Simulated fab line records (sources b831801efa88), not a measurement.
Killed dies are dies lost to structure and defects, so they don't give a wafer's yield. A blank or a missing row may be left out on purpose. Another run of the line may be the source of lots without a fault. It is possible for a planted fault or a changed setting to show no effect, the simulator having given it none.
2 desks looking at one fault / flow sky130 / each desk holds nothing but its own numbers, with what lay behind them at the end

AT THE METROLOGY DESK
What the gauges read, lot by lot, whatever tool the lot ran on: means of the sampled wafers that have a number. The brackets show how far a lot's mean lies from the usual mean; more than 4 standard deviations puts the lot out of limits, marked OUT.
Columns: A = cd nm at SKY_VT_ADJUST_NCORE_CD_MEAS_07, usual 380.1 nm
lot=L275; first seen here=day 8 20:36; A=380.4
lot=L277; first seen here=day 9 10:55; A=380.9
lot=L279; first seen here=day 10 01:07; A=377.4
lot=L286; first seen here=day 12 02:08; A=375.7
lot=L287; first seen here=day 12 07:43; A=379.3
lot=L288; first seen here=day 13 00:58; A=381.5
lot=L289; first seen here=day 13 06:29; A=382.4
lot=L290; first seen here=day 13 09:41; A=379.9
lot=L292; first seen here=day 13 18:29; A=379.5
lot=L293; first seen here=day 14 09:17; A=382.2
lot=L296; first seen here=day 15 02:54; A=382.1
Finding of this desk: none of the 11 lots has anything out of limits.

AT THE TOOL OWNER'S DESK: litho track-04
The tool's own readings at SKY_RES_PROTECT_COAT_02 (resist thk 1140 nm): means of the sampled wafers that have a number, for each lot that ran on this tool. The brackets show how far a lot's mean lies from the usual mean; more than 4 standard deviations puts the lot out of limits, marked OUT.
Columns: A = chill plate temp C at SKY_RES_PROTECT_COAT_02, usual 23.01 C
lot=L275; first seen here=day 14 21:11; A=22.92
lot=L277; first seen here=day 15 12:29; A=23.00
lot=L279; first seen here=day 16 04:46; A=22.99
lot=L287; first seen here=day 19 01:50; A=23.14
lot=L288; first seen here=day 19 20:46; A=22.88
lot=L289; first seen here=day 20 06:29; A=22.97
lot=L290; first seen here=day 20 08:41; A=23.01
Finding of this desk: none of the 7 lots has anything out of limits.

BROUGHT TOGETHER
Metrology desk: nothing out of limits seen.
Nothing out of limits was seen by the tool owner's desk.

WHAT WAS PUT IN BY THE SIMULATOR
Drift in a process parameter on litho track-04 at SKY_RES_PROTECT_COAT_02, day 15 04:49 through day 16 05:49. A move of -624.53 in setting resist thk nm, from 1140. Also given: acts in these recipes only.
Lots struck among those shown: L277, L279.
